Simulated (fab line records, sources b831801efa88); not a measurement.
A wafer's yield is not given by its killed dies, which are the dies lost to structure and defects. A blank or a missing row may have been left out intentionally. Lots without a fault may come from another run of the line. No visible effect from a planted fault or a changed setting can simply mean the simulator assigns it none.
Problem report, 8D (eight disciplines) form, completed by code / flow sky130 / the parts of the form that need people (team, actions taken, sign-off) are left out

== 1. WHAT WENT WRONG ==
Wafers without a fault read 116.2 s, standard deviation 0.44; run length s at SKY_METAL4_ETCH_16 reads a mean of 95.7 s on 2 wafers belonging to 2 lots. Relative to the usual mean, that is a shift of -47 standard deviations.
The step: etches BARC in N2/H2, stops on SiO2, time 88.2 s, target depth 60 nm.
Seen first at day 43 13:03 on rie metal-01, wafer L334.3. The record holds 36 wafers of 12 lots with a number at this step. Rule for "out" (also "out of limits"): further than 4 standard deviations from the usual mean. All remaining wafers that have a number are taken as sound.

== 2. WHAT THIS IS AND IS NOT ==
question=which readings at this step | is=run length s, oes product au | is not=drypump motor current A
question=which lots | is=L334, L335 | is not=L327, L328, L329, L331, L339, L342, L343, L346, L347, L350
question=which wafers of those lots | is=L334.3, L335.3 | is not=L334.4, L334.6, L335.4, L335.6
question=read on which tools | is=rie metal-01 | is not=rie metal-02, rie metal-03
question=when | is=from day 43 13:03 | is not=up to then (14 sound wafers); but 20 sound wafers of L335, L339, L342, L343, L346, L347, L350 came after

== 3. THE SUSPECTS, EACH WITH WHAT RULES IT OUT ==
Counting: a tool at a process step up to the reading stays a suspect if it ran every lot that is out. Sound lots after the first of them don't rule it out here, since some wafers of a struck lot are sound.
- cmp-02 at SKY_VIA3_CMP_02 (polishes SiO2): kept. Every lot that is out went through it, the first being L334 (day 40 12:02); the last sound lot it ran before that was L331 (day 39 11:12).
- rie metal-01 at SKY_METAL4_ETCH_16 (etches BARC in N2/H2, stops on SiO2, time 88.2 s, target depth 60 nm): kept. Every lot that is out went through it, the first being L334 (day 43 13:03); the last sound lot it ran before that was L331 (day 42 13:22). Its own readings are out on those wafers: oes product au, run length s.
After counting, cmp-02 at SKY_VIA3_CMP_02 and rie metal-01 at SKY_METAL4_ETCH_16 remain.

== 4. THE CAUSE (what the simulator had put in) ==
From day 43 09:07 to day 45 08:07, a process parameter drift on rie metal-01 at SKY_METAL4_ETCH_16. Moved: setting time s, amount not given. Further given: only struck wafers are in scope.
This tool is one of the 2 suspects left after counting.

== 5. THE EFFECT CHAIN, in route order ==
Rows list readings where the struck wafers' mean (over those with a number) sits beyond 3 standard deviations from the usual. Only readings for which the record gives a usual standard deviation are gone through. hours: the time from each lot's start at the first step in this table that gives one to its start at this step, as a median over the lots. sigmas: the change in usual standard deviations.
hours=0; step=SKY_METAL4_ETCH_16; reading=oes product au; usual=0.626 a.u.; on struck wafers=0.768; change=+0.142; sigmas=+30
hours=0; step=SKY_METAL4_ETCH_16; reading=run length s; usual=116.2 s; on struck wafers=95.7; change=-20.5; sigmas=-47
The process steps in it:
- SKY_METAL4_ETCH_16: etches BARC in N2/H2, stops on SiO2, time 88.2 s, target depth 60 nm.

== 6. WHAT WOULD HAVE CAUGHT IT SOONER ==
First out-of-limits reading in this record: day 43 13:03, which is 4 hours after fault onset at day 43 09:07.
